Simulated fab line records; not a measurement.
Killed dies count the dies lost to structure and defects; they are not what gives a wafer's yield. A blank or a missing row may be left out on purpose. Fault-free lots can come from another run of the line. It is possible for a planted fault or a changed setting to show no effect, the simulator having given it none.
The same fault as seen by 2 desks + flow sky130 + numbers are kept per desk, each desk with only its own; the story behind them comes last

THE TOOL OWNER'S DESK: implanter-01
SKY_VT_ADJUST_LVTN_IMPLANT_19, tool's own readings: per-lot mean of the sampled wafers with a number, covering each lot this tool ran. Marked OUT: a lot whose mean sits more than 4 standard deviations from the usual mean, which makes it out of limits; the brackets give that distance.
Columns: A = beam-on-s at SKY_VT_ADJUST_LVTN_IMPLANT_19, usual 9.99 s; B = faraday-current-uA at SKY_VT_ADJUST_LVTN_IMPLANT_19, usual 3.67
| lot  | first seen here | A                | B               |
|------|-----------------|------------------|-----------------|
| L228 | day 7 19:07     | 9.94             | 3.70            |
| L233 | day 9 02:49     | 9.99             | 3.68            |
| L234 | day 9 13:26     | 9.95             | 3.69            |
| L235 | day 9 18:24     | 10.12            | 3.63            |
| L239 | day 11 00:58    | 10.16            | 3.60            |
| L246 | day 12 23:31    | 11.94 (+8.5) OUT | 3.07 (-7.4) OUT |
| L247 | day 13 08:12    | 11.93 (+8.4) OUT | 3.07 (-7.4) OUT |
Finding of this desk: L246, L247 out of limits; the first was L246 at day 12 23:31, on beam-on-s at SKY_VT_ADJUST_LVTN_IMPLANT_19. Within limits: L228, L233, L234, L235, L239.

FROM THE METROLOGY DESK
What the gauges read for every lot (on any tool): the sampled wafers with a number, averaged. Marked OUT: a lot whose mean sits more than 4 standard deviations from the usual mean, which makes it out of limits; the brackets give that distance.
Columns: A = VT_ADJUST_HVTP_TW at SKY_VT_ADJUST_HVTP_TW_MEAS_11, usual 1349; B = VT_ADJUST_LVTN_2_TW at SKY_VT_ADJUST_LVTN_TW_MEAS_21, usual 188.3; C = cd-nm at SKY_VT_ADJUST_NCORE_CD_MEAS_07, usual 379.8 nm
| lot  | first seen here | A    | B                | C     |
|------|-----------------|------|------------------|-------|
| L228 | day 6 03:11     | 1352 | 188.7            | 379.1 |
| L232 | day 7 07:31     | 1343 | 188.3            | 381.9 |
| L233 | day 7 10:19     | 1341 | 189.1            | 379.5 |
| L234 | day 7 20:23     | 1343 | 188.2            | 380.2 |
| L235 | day 8 01:08     | 1354 | 186.5            | 381.3 |
| L236 | day 8 03:56     | 1339 | 186.5            | 378.1 |
| L237 | day 8 15:52     | 1346 | 185.8            | 382.4 |
| L239 | day 9 03:02     | 1342 | 189.1            | 378.2 |
| L246 | day 10 22:23    | 1346 | 199.6 (+9.4) OUT | 378.0 |
| L247 | day 11 05:30    | 1358 | 198.8 (+8.8) OUT | 382.1 |
| L250 | day 11 21:45    | 1361 | 188.6            | 379.8 |
| L251 | day 12 04:38    | 1355 | 185.5            | 381.1 |
This desk's finding: out of limits on L246, L247; first on L246, day 12 23:46 (VT_ADJUST_LVTN_2_TW at SKY_VT_ADJUST_LVTN_TW_MEAS_21). Within limits: L228, L232, L233, L234, L235, L236, L237, L239, L250, L251.

ALL TOGETHER
An alarm could have come from the tool owner's desk at day 12 23:31, on L246, L247.
The metrology desk could have raised an alarm at day 12 23:46, on L246, L247.
The lots listed all ran SKY_VT_ADJUST_LVTN_IMPLANT_19 on implanter-01.

WHAT THE SIMULATOR HAD INSERTED
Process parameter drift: implanter-01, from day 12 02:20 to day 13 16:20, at SKY_VT_ADJUST_LVTN_IMPLANT_19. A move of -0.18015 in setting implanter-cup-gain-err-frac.
Struck lots among those shown: L246, L247.
Counting hours from when the fault started, the first reading out of limits came at 21 for the tool owner's desk and at 21 for the metrology desk.
